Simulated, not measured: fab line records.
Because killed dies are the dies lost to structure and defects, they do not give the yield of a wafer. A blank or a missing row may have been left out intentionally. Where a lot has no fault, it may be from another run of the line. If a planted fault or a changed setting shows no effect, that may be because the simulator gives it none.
A lot that was struck, set against a sound lot ; flow gf180mcu ; 21 out of 602 route steps
Sound: the wafers L555.2, L555.5, L555.6. Wafers L563.2, L563.4, L563.5 were the ones struck. The cause is named last.
Each step with rows lists, per side, the tool, then ch with its chambers, then its first start. Under that, the readings that differ: sound wafers ; struck wafers ; difference of the means ; sigmas: that difference in standard deviations of wafers without a fault.
alike: readings whose means differ by less than 2 such deviations, and words and numbers that are the same on both sides. not compared: withheld readings, readings that some wafer has no value for, bounds like >300 that may hide the same value, and numbers for which the record gives no deviation and whose values overlap.
Wherever a step has rows on one side only, a row that says differs or no value, or a row with sigmas, the two part there. Non-overlapping numbers with no deviation appear without sigmas and do not part them. Lack of a reading on every wafer of one side parts them only where that side has two or more wafers.

first, 1 step without rows for these wafers: GF_NSD_IMPLANT_10.
GF_NSD_STRIP_11: strips in O2/N2.
  sound on plasmaAsher-04 ch 0,1, day 13 21:09; struck on plasmaAsher-04 ch 0,1, day 16 07:59
  alike: chamberPressureMTorr, drypumpMotorCurrentA, heaterPowerW, oesProductAu, platenTempC, stripTimeToEndpointS
  not compared: rfHoursCounterH
GF_NSD_TW_MEAS_12:
  sound: filmMetro-02 at day 13 21:16; struck: filmMetro-04 at day 16 08:05
  alike: NSD_TW
then, 7 steps without rows for these wafers: GF_PSD_DEHYDRATE_00 (time 60 s); GF_PSD_HMDS_01 (prime time 60 s); GF_PSD_COAT_02 (resist thk 1000 nm); GF_PSD_SOFTBAKE_03 (time 60 s); GF_PSD_EXPOSE_04 (exposes mask Pplus, target cd 400 nm); GF_PSD_PEB_05; GF_PSD_DEVELOP_06 (develop time 60 s).
GF_PSD_CD_MEAS_07: target cd 400 nm.
  sound: cdSem-02 at day 14 17:11; struck: cdSem-01 at day 17 06:30
  alike: cdNm
GF_PSD_OVL_MEAS_08:
  sound: overlay-01 at day 14 17:18; struck: overlay-01 at day 17 06:37
  alike: PSD_OVL
GF_PSD_IMPLANT_09:
  sound on implanter-03 ch 0, day 14 17:21; struck on implanter-01 ch 0, day 17 06:40
reading;sound;struck;difference;sigmas
beamEnergyKeV;39.997 39.992 39.988;38.402 38.426 38.413;-1.579;-99 or more
model.implant.rpNm (nm);30.12 30.12 30.12;29.19 29.19 29.19;-0.93;
model.implant.drpNm (nm);15.87 15.87 15.87;15.43 15.43 15.43;-0.44;
GF_PSD_STRIP_10: strips in O2/N2.
  sound on plasmaAsher-02 ch 0,1, day 14 17:29; struck on plasmaAsher-01 ch 0,1, day 17 06:47
reading;sound;struck;difference;sigmas
stripTimeToEndpointS (s);16.48 16.50 16.49;16.38 16.39 16.39;-0.10;-3
  alike: chamberPressureMTorr, drypumpMotorCurrentA, heaterPowerW, oesProductAu, platenTempC
  not compared: rfHoursCounterH
GF_PSD_TW_MEAS_11:
  sound: filmMetro-03 at day 14 17:35; struck: filmMetro-02 at day 17 06:54
reading;sound;struck;difference;sigmas
PSD_TW;3157 3154 3151;3109 3125 3123;-35;-2
then, 1 step without rows for these wafers: GF_PSD_CLEAN_12 (cleans in SC1/SC2, time 150 s).
GF_PSD_RTA_13: time 20 s.
  sound on rtpAnneal-01 ch 0, day 14 17:43; struck on rtpAnneal-02 ch 0, day 17 07:01
  alike: lampPowerPct, wafer_temp_C_max
GF_PSD_RS_MEAS_14: uses a four-point probe to measure.
  sound: filmMetro-04 at day 14 17:48; struck: filmMetro-02 at day 17 07:06
reading;sound;struck;difference;sigmas
NSD_RS (ohm/sq);46.00 45.91 46.05;46.19 46.21 46.28;+0.24;+3
GF_PSD_RS_MEAS_15: uses a four-point probe to measure.
  sound: filmMetro-04 at day 14 17:55; struck: filmMetro-02 at day 17 07:31
reading;sound;struck;difference;sigmas
PSD_RS (ohm/sq);108.2 107.9 108.3;111.0 111.0 111.2;+2.9;+9
  not compared: hold
GF_SAB_CVD_00: deposits SiO2 from TEOS, target thk 50 nm, time 4.9302 s.
  sound on pecvd-02 ch 0,1,2, day 14 18:01; struck on pecvd-01 ch 0,1,2, day 17 12:13
reading;sound;struck;difference;sigmas
hold;- - -;awaitDispo/4.6h/release awaitDispo/4.6h/release awaitDispo/4.6h/release;no value on the sound wafers;
  alike: heaterPowerW
-- the record jumps here: 14 days lie between the struck wafers' starts before and after (it left off in module SAB and takes up again in module PASSIVATION, whose first step shown is number 602 of the route) --
GF_PASSIVATION_PROBE_99:
  rows exist in the record for the struck wafers here (prober-02, day 31 14:07), but not for the sound ones

## WHERE THEY PART
First at GF_PSD_IMPLANT_09; last, within this record, at GF_PASSIVATION_PROBE_99.

WHY: whatever the simulator had introduced
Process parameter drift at GF_PSD_IMPLANT_09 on implanter-01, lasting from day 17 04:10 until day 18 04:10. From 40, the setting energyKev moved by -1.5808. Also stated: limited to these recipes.
